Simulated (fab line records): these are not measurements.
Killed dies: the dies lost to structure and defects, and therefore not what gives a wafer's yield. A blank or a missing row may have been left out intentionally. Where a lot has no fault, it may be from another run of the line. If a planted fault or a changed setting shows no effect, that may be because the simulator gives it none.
Which tool was responsible?	flow gf180mcu	6 lots, 18 wafers sampled, at 4 steps of a route of 602

WHAT EACH GAUGE READ, for each wafer
GF_VT_IMPLANT_TW_MEAS_21.
lot	measured	on	VT_IMPLANT_2_TW
L588	day 7 11:30	film-metro-04	1232 1238 1233
L594	day 8 23:22	film-metro-04	1239 1239 1239
L596	day 9 13:10	film-metro-04	1232 1231 1236
L600	day 10 08:52	film-metro-04	1246 1237 1227
L604	day 11 13:48	film-metro-04	1279 1277 1284
L606	day 12 02:28	film-metro-04	1279 1280 1277

EACH LOT AND THE TOOL THAT RAN IT (in order: tool; ch and the chambers of the sampled wafers; start)
lot	GF_STI_ETCH_14	GF_STI_STRIP_15	GF_VT_IMPLANT_IMPLANT_19
L588	rie-si-01 ch 1,2,3, day 3 00:11	plasma-asher-03 ch 0,1, day 3 00:16	implanter-04 ch 0, day 7 11:15
L594	rie-si-02 ch 0,1,3, day 4 05:54	plasma-asher-03 ch 0,1, day 4 05:58	implanter-01 ch 0, day 8 23:08
L596	rie-si-01 ch 0,2, day 4 19:05	plasma-asher-04 ch 0,1, day 4 19:10	implanter-02 ch 0, day 9 12:55
L600	rie-si-02 ch 0,1,2, day 5 11:32	plasma-asher-02 ch 0,1, day 5 11:37	implanter-01 ch 0, day 10 08:37
L604	rie-si-01 ch 0,1,3, day 6 08:08	plasma-asher-04 ch 0,1, day 6 08:13	implanter-01 ch 0, day 11 13:33
L606	rie-si-01 ch 0,2,3, day 6 19:38	plasma-asher-04 ch 0,1, day 6 19:42	implanter-01 ch 0, day 12 02:14
- GF_STI_ETCH_14: etches Si in HBr/Cl2/O2, target depth 360 nm, time 102.9 s.
- GF_STI_STRIP_15: strips in O2/N2.
- GF_VT_IMPLANT_IMPLANT_19

THE ANSWER, worked out from the rows above alone
Rule: usual is defined by the lots themselves. The widest of any qualifying gaps counts: lots, ordered by their means at a reading, are off when they make up no more than a third of the lots, leave a main group of 4 or more, and stand apart from it by 3 or more times the standard deviation of that group's means. If all means in a main group match to the digits the tables above print for the reading, that group is not used. A lot without any number at a reading at which 4 lots or more have one is off too. The other lots that the step has rows for count as sound.
Off: L604, L606, seen at GF_VT_IMPLANT_TW_MEAS_21 (VT_IMPLANT_2_TW). Mean 1236 and standard deviation 2.3 in the main group.
A tool fits if, at a process step before that reading, it ran every lot that is off, and no sound lot after the first of them. Gauges at GF_VT_IMPLANT_TW_MEAS_21: tried the same way as those tools. Can't be told from this: 4 tools fit, rie-si-01 at GF_STI_ETCH_14, plasma-asher-04 at GF_STI_STRIP_15, implanter-01 at GF_VT_IMPLANT_IMPLANT_19, film-metro-04 at GF_VT_IMPLANT_TW_MEAS_21.

WHAT THE SIMULATOR PUT IN
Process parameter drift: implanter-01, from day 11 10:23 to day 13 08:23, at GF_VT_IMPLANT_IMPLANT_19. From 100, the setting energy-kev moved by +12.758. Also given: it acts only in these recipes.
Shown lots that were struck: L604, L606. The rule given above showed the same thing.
